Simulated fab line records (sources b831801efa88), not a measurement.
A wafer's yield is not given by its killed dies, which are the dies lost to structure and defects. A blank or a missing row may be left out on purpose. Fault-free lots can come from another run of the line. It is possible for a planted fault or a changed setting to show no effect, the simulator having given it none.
fab line records -- flow sky130
record: lots: 6, wafers: 18, last-day: 48
route steps=708 shown LDD_P@259 LDD_HVN@267
lots untouched by any fault: they come from a run of this same line in which no faults occurred
start-h: hours from the record's opening day to when the first of the lot's shown wafers began -- wait-h: hours from the lot's prior step to this one -- " identical to the entry in the row above -- L1.1+2: one row covering several wafers at once -- - either no value or no given start -- * or withheld: withheld -- < > ~ a bound
route shown NAME@n: NAME is a module with steps in the file, n the number in the route of the first one -- usual: mean and standard deviation over wafers with no fault -- same: alike in all rows -- chamber/n: place in a boat -- sites: the reading at each site -- _std_site: standard deviation of those values -- _edge_site: outer sites' mean less inner sites' -- radius-mm: for every site, how far away it sits from the centre of the wafer -- mask NAME#n: copy n -- behind: the last tool/chamber to shape the wafer -- hold: the reason the lot was held/the length of the hold in hours/how it ended -- device: which transistor (n, p or np) failed to switch -- end of line: tests run on the same wafers once the route is complete -- for a step that has no rows: nothing shown but its recipe -- killed: not the wafer's yield, but the dies lost to structure and defects at the first sort -- map: a wafer's dies, x killed, . not, _ none there
set.NAME: the setting that was run; set.NAME@STEP: the one run at that earlier step -- model.NAME: the simulator's own value behind a step, which no gauge read
certain route steps with their lots: each step a table, each wafer a row
services: a tool's chamber out of use, with start hour (start-h, from the record's first day; less than 0 if before it), hours out, and reason
== steps ==
step: SKY_LDD_P_EXPOSE_04
recipe: mask-id: PSDM, na: 0.6, source-shape: conventional, sigma-outer: 0.6, polarization: unpolarized, target-cd-nm: 380, dose-mj: 138
step: SKY_LDD_P_PEB_05
recipe: temp-c: withheld, time-s: *, resist: NOVOLAK
step: SKY_LDD_P_DEVELOP_06
recipe: resist: NOVOLAK, developer: TMAH, develop-time-s: 60, dev-temp-c: 23
step: SKY_LDD_P_CD_MEAS_07
recipe: target-cd-nm: 380
usual: cd-nm: 380.0/2.9
lot.wafer,tool,chamber,start-h,wait-h,cd-nm
L587.2,cd-sem-01,-,441.82,0.1,379.6
L587.4,cd-sem-01,-,441.82,0.1,380.8
L587.6,cd-sem-01,-,441.82,0.1,380.3
L596.1,cd-sem-02,-,514.46,0.1,381.3
L596.2,cd-sem-02,-,514.46,0.1,380.7
L596.3,cd-sem-02,-,514.46,0.1,384.0
L597.1,cd-sem-02,-,527.43,0.1,380.4
L597.2,cd-sem-02,-,527.43,0.1,381.0
L597.5,cd-sem-02,-,527.43,0.1,380.0
L599.2,cd-sem-01,-,543.42,0.1,380.3
L599.3,cd-sem-01,-,543.42,0.1,381.5
L599.6,cd-sem-01,-,543.42,0.1,379.9
L600.1,cd-sem-02,-,553.08,0.1,374.2
L600.3,cd-sem-02,-,553.08,0.1,376.5
L600.5,cd-sem-02,-,553.08,0.1,372.6
L601.1,cd-sem-01,-,556.96,0.1,379.0
L601.2,cd-sem-01,-,556.96,0.1,378.3
L601.5,cd-sem-01,-,556.96,0.1,378.3
step: SKY_LDD_P_OVL_MEAS_08
usual: LDD_P_OVL: -1.2/1.4
lot.wafer,tool,chamber,start-h,wait-h,LDD_P_OVL[nm]
L587.2,overlay-02,-,441.92,0.1,-0.4
L587.4,overlay-02,-,441.92,0.1,-2.3
L587.6,overlay-02,-,441.92,0.1,-1.3
L596.1,overlay-01,-,514.58,0.1,0.1
L596.2,overlay-01,-,514.58,0.1,0.8
L596.3,overlay-01,-,514.58,0.1,-0.4
L597.1,overlay-02,-,527.55,0.1,1.1
L597.2,overlay-02,-,527.55,0.1,-0.1
L597.5,overlay-02,-,527.55,0.1,1.4
L599.2,overlay-02,-,543.52,0.1,-1.2
L599.3,overlay-02,-,543.52,0.1,-0.6
L599.6,overlay-02,-,543.52,0.1,-1.5
L600.1,overlay-01,-,553.20,0.1,0.1
L600.3,overlay-01,-,553.20,0.1,-0.4
L600.5,overlay-01,-,553.20,0.1,-0.2
L601.1,overlay-01,-,557.08,0.1,1.8
L601.2,overlay-01,-,557.08,0.1,-0.2
L601.5,overlay-01,-,557.08,0.1,-0.7
step: SKY_LDD_P_IMPLANT_09
recipe: species: BF2, energy-kev: 25, dose-cm2: 1e+13, tilt-deg: withheld
step: SKY_LDD_P_STRIP_10
recipe: chemistry: O2/N2, power-w: 1400, pressure-mtorr: 1500, platen-temp-c: withheld, o2-flow-sccm: 3000, n2-flow-sccm: 300, overash-fraction: 0.5
usual: drypump-motor-current-A: 5.5/0.64, n2-flow-sccm: 300.1/0.93, oes-product-au: 0.715/0.0044, strip-time-to-endpoint-s: 14.18/0.04
lot.wafer,tool,chamber,start-h,wait-h,drypump-motor-current-A,n2-flow-sccm,oes-product-au,rf-hours-counter-h,strip-time-to-endpoint-s
L587.2,plasma-asher-01,0,442.10,0.1,4.8,301.9,0.717,76,14.20
L587.4,plasma-asher-01,0,442.10,0.1,4.8,300.2,0.711,-,14.17
L587.6,plasma-asher-01,1,442.10,0.1,5.2,300.9,0.715,-,14.16
L596.1,plasma-asher-01,1,514.76,0.1,5.2,300.1,0.716,83,14.13
L596.2,plasma-asher-01,0,514.76,0.1,4.8,300.1,0.710,83,14.11
L596.3,plasma-asher-01,1,514.76,0.1,5.2,301.5,0.718,-,14.08
L597.1,plasma-asher-01,0,527.74,0.1,4.8,299.6,0.712,84,14.19
L597.2,plasma-asher-01,1,527.74,0.1,5.2,300.4,0.717,84,14.19
L597.5,plasma-asher-01,1,527.74,0.1,5.2,299.9,0.712,-,14.17
L599.2,plasma-asher-03,0,543.70,0.1,6.2,301.1,0.706,40,14.24
L599.3,plasma-asher-03,1,543.70,0.1,5.3,299.8,0.717,-,14.20
L599.6,plasma-asher-03,0,543.70,0.1,6.2,300.4,0.720,-,14.19
L600.1,plasma-asher-04,1,553.39,0.1,6.7,301.1,0.710,12,14.19
L600.3,plasma-asher-04,1,553.39,0.1,6.7,298.6,0.714,-,14.17
L600.5,plasma-asher-04,0,553.39,0.1,5.1,301.2,0.721,-,14.15
L601.1,plasma-asher-03,1,557.26,0.1,5.3,298.7,0.717,41,14.20
L601.2,plasma-asher-03,0,557.26,0.1,6.2,300.2,0.718,41,14.22
L601.5,plasma-asher-03,1,557.26,0.1,5.3,299.5,0.721,-,14.19
step: SKY_LDD_P_TW_MEAS_11
usual: LDD_P_TW: 633/5.9
lot.wafer,tool,chamber,start-h,wait-h,LDD_P_TW
L587.2,film-metro-01,-,442.21,0.1,635
L587.4,film-metro-01,-,442.21,0.1,636
L587.6,film-metro-01,-,442.21,0.1,636
L596.1,film-metro-01,-,514.86,0.1,633
L596.2,film-metro-01,-,514.86,0.1,636
L596.3,film-metro-01,-,514.86,0.1,632
L597.1,film-metro-03,-,527.84,0.1,627
L597.2,film-metro-03,-,527.84,0.1,626
L597.5,film-metro-03,-,527.84,0.1,627
L599.2,film-metro-01,-,543.81,0.1,634
L599.3,film-metro-01,-,543.81,0.1,629
L599.6,film-metro-01,-,543.81,0.1,629
L600.1,film-metro-04,-,553.49,0.1,641
L600.3,film-metro-04,-,553.49,0.1,644
L600.5,film-metro-04,-,553.49,0.1,643
L601.1,film-metro-03,-,557.36,0.1,632
L601.2,film-metro-03,-,557.36,0.1,633
L601.5,film-metro-03,-,557.36,0.1,631
step: SKY_LDD_HVN_DEHYDRATE_00
recipe: temp-c: 200, time-s: 60
step: SKY_LDD_HVN_HMDS_01
recipe: prime-time-s: 60, prime-temp-c: 120
step: SKY_LDD_HVN_COAT_02
recipe: resist: NOVOLAK, spin-rpm: 3000, resist-thk-nm: 300
step: SKY_LDD_HVN_SOFTBAKE_03
recipe: temp-c: 90, time-s: 60, resist: NOVOLAK
step: SKY_LDD_HVN_EXPOSE_04
recipe: mask-id: HVNTM, na: 0.6, source-shape: conventional, sigma-outer: 0.6, polarization: unpolarized, target-cd-nm: 700, dose-mj: 127
usual: exposure-dose-mJ-cm2: 127.03/0.14, reticle-temp-C: 23.02/0.11, stage-vel-mm-s: 500.00/0.27
lot.wafer,tool,chamber,start-h,wait-h,mask,exposure-dose-mJ-cm2,reticle-temp-C,stage-vel-mm-s,model.LDD_HVN.overlay-x-nm
L587.2,iline-stepper-01,0,457.53,-,HVNTM#0,127.00,22.86,500.08,-1.152
L587.4,iline-stepper-01,0,457.53,-,HVNTM#0,126.78,23.16,500.48,-1.152
L587.6,iline-stepper-01,0,457.53,-,HVNTM#0,127.00,22.95,499.88,-1.152
L596.1,iline-stepper-01,0,530.49,-,HVNTM#0,126.99,23.09,499.74,-72.35
L596.2,iline-stepper-01,0,530.49,-,HVNTM#0,127.10,23.04,500.05,-72.35
L596.3,iline-stepper-01,0,530.49,-,HVNTM#0,127.08,23.07,500.20,-72.35
L597.1,iline-stepper-01,0,543.13,-,HVNTM#0,126.87,22.88,499.53,-73.09
L597.2,iline-stepper-01,0,543.13,-,HVNTM#0,127.02,22.92,500.01,-73.09
L597.5,iline-stepper-01,0,543.13,-,HVNTM#0,126.91,22.94,499.97,-73.09
L599.2,iline-stepper-02,0,558.55,-,HVNTM#0,126.96,23.14,499.25,1.689
L599.3,iline-stepper-02,0,558.55,-,HVNTM#0,127.08,23.09,499.66,1.689
L599.6,iline-stepper-02,0,558.55,-,HVNTM#0,126.80,23.16,499.43,1.689
L600.1,iline-stepper-02,0,568.42,-,HVNTM#0,126.83,23.12,499.72,-0.5094
L600.3,iline-stepper-02,0,568.42,-,HVNTM#0,126.92,23.09,500.17,-0.5094
L600.5,iline-stepper-02,0,568.42,-,HVNTM#0,126.81,23.04,500.17,-0.5094
L601.1,iline-stepper-02,0,571.83,-,HVNTM#0,127.05,23.13,500.03,0.1669
L601.2,iline-stepper-02,0,571.83,-,HVNTM#0,126.80,22.99,499.86,0.1669
L601.5,iline-stepper-02,0,571.83,-,HVNTM#0,126.98,23.20,500.22,0.1669
step: SKY_LDD_HVN_PEB_05
recipe: temp-c: withheld, time-s: *, resist: NOVOLAK
step: SKY_LDD_HVN_DEVELOP_06
recipe: resist: NOVOLAK, developer: TMAH, develop-time-s: 60, dev-temp-c: 23
step: SKY_LDD_HVN_OVL_MEAS_07
usual: LDD_HVN_OVL: -1.0/1.3
lot.wafer,tool,chamber,start-h,wait-h,LDD_HVN_OVL[nm]
L587.2,overlay-02,-,472.51,0.1,-3.3
L587.4,overlay-02,-,472.51,0.1,-0.3
L587.6,overlay-02,-,472.51,0.1,-4.8
L596.1,overlay-01,-,545.11,0.1,-72.5
L596.2,overlay-01,-,545.11,0.1,-71.4
L596.3,overlay-01,-,545.11,0.1,-72.1
L597.1,overlay-01,-,557.61,0.1,-71.9
L597.2,overlay-01,-,557.61,0.1,-74.7
L597.5,overlay-01,-,557.61,0.1,-72.9
L599.2,overlay-01,-,572.72,0.1,0.3
L599.3,overlay-01,-,572.72,0.1,2.5
L599.6,overlay-01,-,572.72,0.1,-0.2
L600.1,overlay-01,-,583.03,0.1,-0.9
L600.3,overlay-01,-,583.03,0.1,-2.9
L600.5,overlay-01,-,583.03,0.1,0.2
L601.1,overlay-02,-,586.53,0.1,-1.8
L601.2,overlay-02,-,586.53,0.1,-1.0
L601.5,overlay-02,-,586.53,0.1,-0.6
step: SKY_LDD_HVN_IMPLANT_08
recipe: species: P, energy-kev: 60, dose-cm2: 3e+13, tilt-deg: 40
== services ==
tool,chamber,start-h,hours,kind
plasma-asher-04,-,421.81,9.0,pm
plasma-asher-04,0,421.81,9.0,vent-cycle
plasma-asher-04,1,421.81,9.0,vent-cycle
plasma-asher-01,-,425.82,0.6,repair
plasma-asher-04,0,430.81,-,clean
plasma-asher-04,1,430.81,-,clean
iline-stepper-01,-,452.17,2.1,pm
iline-stepper-01,-,454.25,-,consumable-replace:lamp
plasma-asher-03,-,454.38,14.6,pm
iline-stepper-01,0,466.19,-,calibration
plasma-asher-04,-,470.35,1.4,repair
iline-stepper-01,-,474.84,6.6,repair
iline-stepper-02,0,490.14,-,calibration
plasma-asher-01,-,504.77,2.8,pm
iline-stepper-01,-,535.95,1.7,pm
plasma-asher-04,-,546.17,2.8,pm
== key ==
first-sign: step: SKY_LDD_HVN_OVL_MEAS_07, reading: LDD_HVN_OVL, direction: down, sigmas: 54, usual: -1.0, struck: -72.6
effect none on later readings
model-effect: step: SKY_LDD_HVN_EXPOSE_04, value: LDD_HVN.overlay-x-nm, without: -0.5835, struck: -72.72
met-at SKY_LDD_HVN_EXPOSE_04
struck-wafers L596.1,L596.2,L596.3,L597.1,L597.2,L597.5
tester-left-out L596,L597
onset-between 457.53 530.49
also-fits SKY_LDD_P_STRIP_10:plasma-asher-01
fault: kind: scanner-matching-overlay, tool: iline-stepper-01, chamber: -, onset-h: 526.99, steps: SKY_LDD_HVN_EXPOSE_04, offset: -72.133
tester-left-out: of these lots the tester's yield and bins aren't shown, on N5 and GAA mostly nor the transistor test; their killed dies are dies lost to structure and defects alone, not to doping, threshold or leakage, so they don't give the yield
